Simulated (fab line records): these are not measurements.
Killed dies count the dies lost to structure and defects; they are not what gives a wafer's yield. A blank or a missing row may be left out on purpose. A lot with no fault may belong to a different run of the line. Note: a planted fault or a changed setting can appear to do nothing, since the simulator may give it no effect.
What tool caused it? + flow sky130 + 12 lots with 36 wafers sampled at 5 steps, on a route of 708 steps

## WHAT THE GAUGES READ, wafer by wafer
SKY_FIELD_ISO_THK_MEAS_02. Usual: FIELD_ISO_OXIDATION_00_THK 12.09 nm, standard deviation 0.21.
| lot  | measured    | on            | FIELD_ISO_OXIDATION_00_THK (nm) | flag |
|------|-------------|---------------|---------------------------------|------|
| L798 | day 1 11:55 | film_metro-01 | 12.38 12.34 12.38               |      |
| L800 | day 1 22:52 | film_metro-01 | 11.93 12.05 11.93               |      |
| L803 | day 2 12:59 | film_metro-01 | 11.98 12.06 11.84               |      |
| L804 | day 3 00:04 | film_metro-01 | 13.89 13.88 14.10               | OFF  |
| L805 | day 3 00:04 | film_metro-04 | 13.68 13.70 13.69               | OFF  |
| L806 | day 3 07:25 | film_metro-02 | 13.87 14.06 14.19               | OFF  |
| L808 | day 3 13:38 | film_metro-01 | 12.06 11.97 11.97               |      |
| L810 | day 4 00:14 | film_metro-02 | 11.86 11.78 11.89               |      |
| L814 | day 4 23:40 | film_metro-01 | 11.72 11.79 11.84               |      |
| L819 | day 5 20:38 | film_metro-02 | 12.06 12.07 12.05               |      |
| L820 | day 6 02:16 | film_metro-02 | 12.09 12.09 12.21               |      |
| L821 | day 6 08:05 | film_metro-04 | 11.83 11.83 11.75               |      |

SKY_NWELL_TW_MEAS_26. Usual: NWELL_2_TW 491, standard deviation 5.2.
| lot  | measured     | on            | NWELL_2_TW  | flag |
|------|--------------|---------------|-------------|------|
| L798 | day 5 17:08  | film_metro-04 | 499 501 501 |      |
| L800 | day 6 05:23  | film_metro-03 | 490 490 489 |      |
| L803 | day 6 09:50  | film_metro-04 | 498 500 500 |      |
| L804 | day 7 02:20  | film_metro-02 | 487 485 484 |      |
| L805 | day 7 02:30  | film_metro-03 | 494 494 494 |      |
| L806 | day 7 10:59  | film_metro-03 | 491 491 491 |      |
| L808 | day 8 00:47  | film_metro-02 | 489 485 485 |      |
| L810 | day 8 12:44  | film_metro-02 | 485 488 486 |      |
| L814 | day 9 14:08  | film_metro-02 | 486 487 483 |      |
| L819 | day 10 14:59 | film_metro-04 | 502 501 501 |      |
| L820 | day 10 21:20 | film_metro-03 | 491 492 492 |      |
| L821 | day 11 02:36 | film_metro-03 | 490 490 494 |      |

## EACH LOT AND THE TOOL THAT RAN IT (in order: tool; ch and the chambers of the sampled wafers; start)
| lot  | SKY_FIELD_ISO_OXIDATION_01   | SKY_FIELD_ISO_STRIP_16              | SKY_FIELD_ISO_CMP_27         |
|------|------------------------------|-------------------------------------|------------------------------|
| L798 | furnace-02 ch 0, day 1 10:23 | plasma_asher-04 ch 0,1, day 2 05:10 | cmp-01 ch 0,1,3, day 2 14:56 |
| L800 | furnace-02 ch 0, day 1 21:21 | plasma_asher-03 ch 0, day 2 17:22   | cmp-01 ch 2,3, day 3 03:33   |
| L803 | furnace-02 ch 0, day 2 11:29 | plasma_asher-04 ch 0,1, day 3 04:59 | cmp-01 ch 0,2, day 3 11:26   |
| L804 | furnace-02 ch 0, day 2 22:33 | plasma_asher-04 ch 0,1, day 3 18:13 | cmp-01 ch 1,2,3, day 3 22:17 |
| L805 | furnace-02 ch 0, day 2 22:33 | plasma_asher-04 ch 0,1, day 3 19:10 | cmp-01 ch 0,1,3, day 3 23:47 |
| L806 | furnace-02 ch 0, day 3 05:55 | plasma_asher-03 ch 0,1, day 4 01:58 | cmp-01 ch 0,2, day 4 06:49   |
| L808 | furnace-01 ch 0, day 3 12:07 | plasma_asher-03 ch 0,1, day 4 09:52 | cmp-02 ch 0,2,3, day 4 16:52 |
| L810 | furnace-01 ch 0, day 3 22:43 | plasma_asher-04 ch 0,1, day 4 18:28 | cmp-01 ch 1,2,3, day 5 04:14 |
| L814 | furnace-01 ch 0, day 4 22:09 | plasma_asher-02 ch 0,1, day 5 19:07 | cmp-01 ch 0,1, day 5 23:35   |
| L819 | furnace-01 ch 0, day 5 19:07 | plasma_asher-02 ch 1, day 6 18:10   | cmp-01 ch 0,1,2, day 6 22:38 |
| L820 | furnace-01 ch 0, day 6 00:45 | plasma_asher-02 ch 0,1, day 6 23:01 | cmp-01 ch 0,2, day 7 06:02   |
| L821 | furnace-01 ch 0, day 6 06:34 | plasma_asher-03 ch 0,1, day 7 05:09 | cmp-01 ch 0,3, day 7 09:11   |
- SKY_FIELD_ISO_OXIDATION_01: stabilise 600 s, purge 300 s, target thk 12 nm.
- SKY_FIELD_ISO_STRIP_16: strips in O2/N2.
- SKY_FIELD_ISO_CMP_27: polishes, stops on Si3N4, t overpolish 16 s, target thk 457.8 nm.

## AS READ BY THE TOOLS THEMSELVES (means over the sampled wafers that have a number; for cases with no such wafer, the mark the record gives instead)
SKY_FIELD_ISO_OXIDATION_01. Usual: spike_tc_centre_C 900.9 C, standard deviation 0.97; spike_tc_lower_C 900.2 C, standard deviation 1.1; spike_tc_top_C 911.0 C, standard deviation 1.8; zone_power_lower_pct 20.8 %, standard deviation 1.7.
| lot  | tool       | spike_tc_centre_C (C) | spike_tc_lower_C (C) | spike_tc_top_C (C) | zone_power_lower_pct (%) | flag |
|------|------------|-----------------------|----------------------|--------------------|--------------------------|------|
| L798 | furnace-02 | 901.0                 | 900.4                | 910.1              | 22.1                     |      |
| L800 | furnace-02 | 900.4                 | 900.5                | 912.1              | 22.0                     |      |
| L803 | furnace-02 | 901.0                 | 900.3                | 912.2              | 22.0                     |      |
| L804 | furnace-02 | 901.2                 | 900.9                | 912.7              | 21.9                     |      |
| L805 | furnace-02 | 900.9                 | 900.1                | 912.5              | 21.9                     |      |
| L806 | furnace-02 | 900.7                 | 901.1                | 912.4              | 22.0                     |      |
| L808 | furnace-01 | 900.2                 | 900.3                | 908.4              | 18.6                     |      |
| L810 | furnace-01 | 900.8                 | 898.9                | 908.9              | 18.4                     |      |
| L814 | furnace-01 | 901.0                 | 899.9                | 909.3              | 18.5                     |      |
| L819 | furnace-01 | 900.5                 | 899.8                | 909.5              | 18.5                     |      |
| L820 | furnace-01 | 901.7                 | 898.2                | 908.9              | 18.6                     |      |
| L821 | furnace-01 | 900.7                 | 898.8                | 909.2              | 18.3                     |      |

SKY_FIELD_ISO_STRIP_16. Usual: drypump_motor_current_A 6.0 A, standard deviation 0.53; oes_product_au 0.378 a.u., standard deviation 0.0046; strip_time_to_endpoint_s 3.547 s, standard deviation 0.027.
| lot  | tool            | drypump_motor_current_A (A) | oes_product_au (a.u.) | strip_time_to_endpoint_s (s) | flag |
|------|-----------------|-----------------------------|-----------------------|------------------------------|------|
| L798 | plasma_asher-04 | 6.0                         | 0.379                 | 3.539                        |      |
| L800 | plasma_asher-03 | 5.8                         | 0.377                 | 3.539                        |      |
| L803 | plasma_asher-04 | 6.0                         | 0.374                 | 3.544                        |      |
| L804 | plasma_asher-04 | 6.0                         | 0.379                 | 3.570                        |      |
| L805 | plasma_asher-04 | 6.0                         | 0.376                 | 3.514                        |      |
| L806 | plasma_asher-03 | 5.6                         | 0.376                 | 3.555                        |      |
| L808 | plasma_asher-03 | 5.6                         | 0.378                 | 3.573                        |      |
| L810 | plasma_asher-04 | 6.3                         | 0.377                 | 3.565                        |      |
| L814 | plasma_asher-02 | 6.6                         | 0.378                 | 3.553                        |      |
| L819 | plasma_asher-02 | 6.8                         | 0.378                 | 3.532                        |      |
| L820 | plasma_asher-02 | 6.3                         | 0.373                 | 3.518                        |      |
| L821 | plasma_asher-03 | 5.5                         | 0.376                 | 3.525                        |      |

SKY_FIELD_ISO_CMP_27. Usual: 11.8 A for motor_current_A, sd 0.67.
| lot  | tool   | motor_current_A (A) | flag |
|------|--------|---------------------|------|
| L798 | cmp-01 | 11.7                |      |
| L800 | cmp-01 | 11.1                |      |
| L803 | cmp-01 | 12.2                |      |
| L804 | cmp-01 | 11.7                |      |
| L805 | cmp-01 | 11.6                |      |
| L806 | cmp-01 | 12.4                |      |
| L808 | cmp-02 | 11.5                |      |
| L810 | cmp-01 | 11.5                |      |
| L814 | cmp-01 | 12.0                |      |
| L819 | cmp-01 | 12.0                |      |
| L820 | cmp-01 | 12.1                |      |
| L821 | cmp-01 | 11.7                |      |

## THE ANSWER, worked out from the rows above alone
Rule: take the mean of a lot's wafers that have a number; if it is more than 3 standard deviations from the usual mean, the lot is off. Also off: a lot with no number at a reading for which 4 or more lots have one. All remaining lots with rows at the step are treated as sound. Order of review: gauges by route order, followed by the tools' own readings, for which a lot's mean as printed above is used. At the first step where some lot is off, the reading lying furthest off is the one used; lots without a number count as furthest.
Off: at SKY_FIELD_ISO_THK_MEAS_02 (FIELD_ISO_OXIDATION_00_THK), L804, L805, L806.
A tool fits if, at a process step before that reading, it ran every lot that is off, and no sound lot after the first of them. Gauges at SKY_FIELD_ISO_THK_MEAS_02: tried the same way as those tools. One candidate fits, namely furnace-02 at SKY_FIELD_ISO_OXIDATION_01. A fault onset in the window from L803 (day 2 11:29, its last sound lot) to L804 (day 2 22:33, its first lot off) fits.

## WHAT THE SIMULATOR HAD INSERTED
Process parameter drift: furnace-02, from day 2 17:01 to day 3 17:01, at SKY_FIELD_ISO_OXIDATION_01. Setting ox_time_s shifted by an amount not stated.
Lots struck among those shown: L804, L805, L806. This agrees with what the rule above found.
